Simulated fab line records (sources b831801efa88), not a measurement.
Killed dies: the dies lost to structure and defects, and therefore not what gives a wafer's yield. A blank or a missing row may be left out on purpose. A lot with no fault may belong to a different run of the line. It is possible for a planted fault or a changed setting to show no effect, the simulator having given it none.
The tool behind it: which one? ; flow sky130 ; 12 lots with 36 wafers sampled at 5 steps, on a route of 708 steps

WHAT THE GAUGES READ, wafer by wafer
SKY_FIELD_ISO_BOW_MEAS_00. Usual: INCOMING_BOW 0 um, standard deviation 6.4.
lot;measured;on;INCOMING_BOW (um);flag
L260;day 1 10:01;film-metro-02;1 2 1;
L261;day 1 15:02;film-metro-02;-4 -1 1;
L264;day 2 06:00;film-metro-04;8 -3 -3;
L266;day 2 16:02;film-metro-04;-4 -5 5;
L270;day 3 12:01;film-metro-03;-1 -11 -6;
L271;day 3 17:01;film-metro-03;4 -10 -1;
L272;day 3 22:04;film-metro-02;-4 -3 10;
L274;day 4 08:00;film-metro-03;4 9 -7;
L279;day 5 09:00;film-metro-02;1 -2 -3;
L280;day 5 14:01;film-metro-02;2 -7 -2;
L282;day 6 00:00;film-metro-02;2 7 0;
L283;day 6 05:00;film-metro-02;-8 8 5;

SKY_NWELL_OVL_MEAS_10. Usual: NWELL_00_OVL -0.5 nm, standard deviation 1.4.
lot;measured;on;NWELL_00_OVL (nm);flag
L260;day 5 02:20;overlay-02;0.1 0.1 1.3;
L261;day 5 05:42;overlay-02;-0.9 0.2 -1.4;
L264;day 5 20:20;overlay-02;-1.6 -0.3 -2.1;
L266;day 6 04:22;overlay-02;0.3 -0.6 0.2;
L270;day 7 06:07;overlay-01;0.9 -0.3 2.1;
L271;day 7 13:59;overlay-02;-0.1 0.2 -0.9;
L272;day 7 21:27;overlay-02;-0.9 -0.1 0.5;
L274;day 8 05:50;overlay-02;-1.8 -2.9 -1.7;
L279;day 9 11:58;overlay-02;-3.3 -4.3 -2.4;
L280;day 9 14:16;overlay-01;-0.7 1.3 -1.7;
L282;day 10 00:43;overlay-02;3.4 0.6 1.7;
L283;day 10 08:46;overlay-01;1.3 -0.5 -2.1;

TOOL THAT RAN EACH LOT (tool first, then ch and the chambers of the sampled wafers, then the start)
lot;SKY_FIELD_ISO_ETCH_14;SKY_FIELD_ISO_ETCH_15;SKY_FIELD_ISO_STRIP_16
L260;rie-diel-01 ch 0,1,3, day 2 04:50;rie-diel-01 ch 0,1,3, day 2 04:53;plasma-asher-01 ch 0,1, day 2 04:56
L261;rie-diel-03 ch 0,1,2, day 2 12:38;rie-diel-03 ch 0,1,2, day 2 12:41;plasma-asher-01 ch 0,1, day 2 12:47
L264;rie-diel-04 ch 2,3, day 3 07:53;rie-diel-04 ch 2,3, day 3 07:55;plasma-asher-03 ch 0,1, day 3 07:59
L266;rie-diel-04 ch 0,2, day 3 14:19;rie-diel-04 ch 0,2, day 3 14:21;plasma-asher-02 ch 0,1, day 3 14:26
L270;rie-diel-04 ch 2,3, day 4 09:59;rie-diel-04 ch 2,3, day 4 10:01;plasma-asher-01 ch 0,1, day 4 10:05
L271;rie-diel-04 ch 2,3, day 4 15:37;rie-diel-04 ch 2,3, day 4 15:39;plasma-asher-03 ch 0,1, day 4 15:43
L272;rie-diel-03 ch 0,1, day 4 22:56;rie-diel-03 ch 0,1, day 4 22:59;plasma-asher-03 ch 0,1, day 4 23:05
L274;rie-diel-04 ch 0,1,3, day 5 08:05;rie-diel-04 ch 0,1,3, day 5 08:07;plasma-asher-03 ch 0,1, day 5 08:11
L279;rie-diel-03 ch 0,1,3, day 6 09:44;rie-diel-03 ch 0,1,3, day 6 09:46;plasma-asher-01 ch 0,1, day 6 09:50
L280;rie-diel-01 ch 0,1,2, day 6 15:11;rie-diel-01 ch 0,1,2, day 6 15:14;plasma-asher-01 ch 0,1, day 6 15:17
L282;rie-diel-01 ch 0,3, day 6 23:56;rie-diel-01 ch 0,3, day 6 23:58;plasma-asher-03 ch 0,1, day 7 00:02
L283;rie-diel-03 ch 0,1,2, day 7 05:46;rie-diel-03 ch 0,1,2, day 7 05:48;plasma-asher-01 ch 0,1, day 7 05:52
- SKY_FIELD_ISO_ETCH_14: etches BARC in N2/H2, stops on SiO2, time 45.9 s, target depth 60 nm.
- SKY_FIELD_ISO_ETCH_15: etches the open film in CHF3/O2, stops on Si, target depth 180 nm, time 72 s.
- SKY_FIELD_ISO_STRIP_16: strips in O2/N2.

WHAT THE TOOLS THEMSELVES READ (means of the sampled wafers that have a number; where no wafer has one, the mark that the record gives instead)
SKY_FIELD_ISO_ETCH_14. Usual: drypump-motor-current-A 5.7 A, standard deviation 0.33; oes-product-au 0.855 a.u., standard deviation 0.0044; throttle-valve-pct 13.225 %, standard deviation 0.0086.
lot;tool;drypump-motor-current-A (A);oes-product-au (a.u.);throttle-valve-pct (%);flag
L260;rie-diel-01;5.8;0.853;13.224;
L261;rie-diel-03;6.0;0.859;13.222;
L264;rie-diel-04;5.5;0.853;13.225;
L266;rie-diel-04;5.4;0.855;13.230;
L270;rie-diel-04;5.5;0.852;13.219;
L271;rie-diel-04;5.5;0.853;13.226;
L272;rie-diel-03;6.2;0.852;13.221;
L274;rie-diel-04;5.6;0.850;13.217;
L279;rie-diel-03;6.0;0.854;13.223;
L280;rie-diel-01;6.0;0.852;13.216;
L282;rie-diel-01;5.5;0.856;13.220;
L283;rie-diel-03;6.0;0.856;13.216;

SKY_FIELD_ISO_ETCH_15. Usual: drypump-motor-current-A 5.7 A, standard deviation 0.33; oes-product-au 0.949 a.u., standard deviation 0.0059; throttle-valve-pct 8.844 %, standard deviation 0.0095.
lot;tool;drypump-motor-current-A (A);oes-product-au (a.u.);throttle-valve-pct (%);flag
L260;rie-diel-01;5.8;0.944;8.842;
L261;rie-diel-03;6.0;0.950;8.857;
L264;rie-diel-04;5.4;0.950;8.846;
L266;rie-diel-04;5.4;0.944;8.848;
L270;rie-diel-04;5.5;0.944;8.830;
L271;rie-diel-04;5.4;0.956;8.845;
L272;rie-diel-03;6.2;0.951;8.846;
L274;rie-diel-04;5.6;0.947;8.849;
L279;rie-diel-03;5.9;0.953;8.850;
L280;rie-diel-01;6.1;0.950;8.854;
L282;rie-diel-01;5.5;0.958;8.842;
L283;rie-diel-03;6.0;0.951;8.847;

SKY_FIELD_ISO_STRIP_16. Usual: drypump-motor-current-A 5.8 A, standard deviation 0.55; o2-flow-sccm 3001 sccm, standard deviation 8.7; oes-product-au 0.378 a.u., standard deviation 0.0046; strip-time-to-endpoint-s 3.54 s, standard deviation 0.035.
lot;tool;drypump-motor-current-A (A);o2-flow-sccm (sccm);oes-product-au (a.u.);strip-time-to-endpoint-s (s);flag
L260;plasma-asher-01;5.4;3010;0.373;3.51;
L261;plasma-asher-01;5.3;2999;0.380;3.59;
L264;plasma-asher-03;6.2;3000;0.375;3.53;
L266;plasma-asher-02;5.8;3013;0.382;3.56;
L270;plasma-asher-01;5.3;3005;0.373;3.38;OFF
L271;plasma-asher-03;6.2;3000;0.374;3.38;OFF
L272;plasma-asher-03;6.2;3000;0.377;3.59;
L274;plasma-asher-03;6.5;2997;0.369;3.41;OFF
L279;plasma-asher-01;5.4;3002;0.376;3.52;
L280;plasma-asher-01;5.3;3009;0.374;3.56;
L282;plasma-asher-03;6.5;3004;0.375;3.51;
L283;plasma-asher-01;5.4;2999;0.377;3.54;

THE ANSWER, worked out from the rows above alone
Rule: lot off if the mean of its wafers having a number is beyond 3 standard deviations from the usual mean. A lot without any number at a reading at which 4 lots or more have one is off too. The other lots that the step has rows for count as sound. The gauges are gone through in route order, then the tools' own readings, and for those a lot's mean is taken as printed above. The first step at which some lot is off is used, and at that step the reading that is off furthest; a lot without a number counts as furthest.
Off: L270, L271, L274, at SKY_FIELD_ISO_STRIP_16 (strip-time-to-endpoint-s).
If a tool, at that step or one of the process steps before it, ran each lot that is off and ran no sound lot following the first of them, it fits. One fits: SKY_FIELD_ISO_ETCH_14 and SKY_FIELD_ISO_ETCH_15 on rie-diel-04. At SKY_FIELD_ISO_ETCH_14 its last sound lot is L266 (day 3 14:19), its first lot that is off L270 (day 4 09:59): a fault that began between those two fits.

WHAT HAD BEEN PUT IN BY THE SIMULATOR
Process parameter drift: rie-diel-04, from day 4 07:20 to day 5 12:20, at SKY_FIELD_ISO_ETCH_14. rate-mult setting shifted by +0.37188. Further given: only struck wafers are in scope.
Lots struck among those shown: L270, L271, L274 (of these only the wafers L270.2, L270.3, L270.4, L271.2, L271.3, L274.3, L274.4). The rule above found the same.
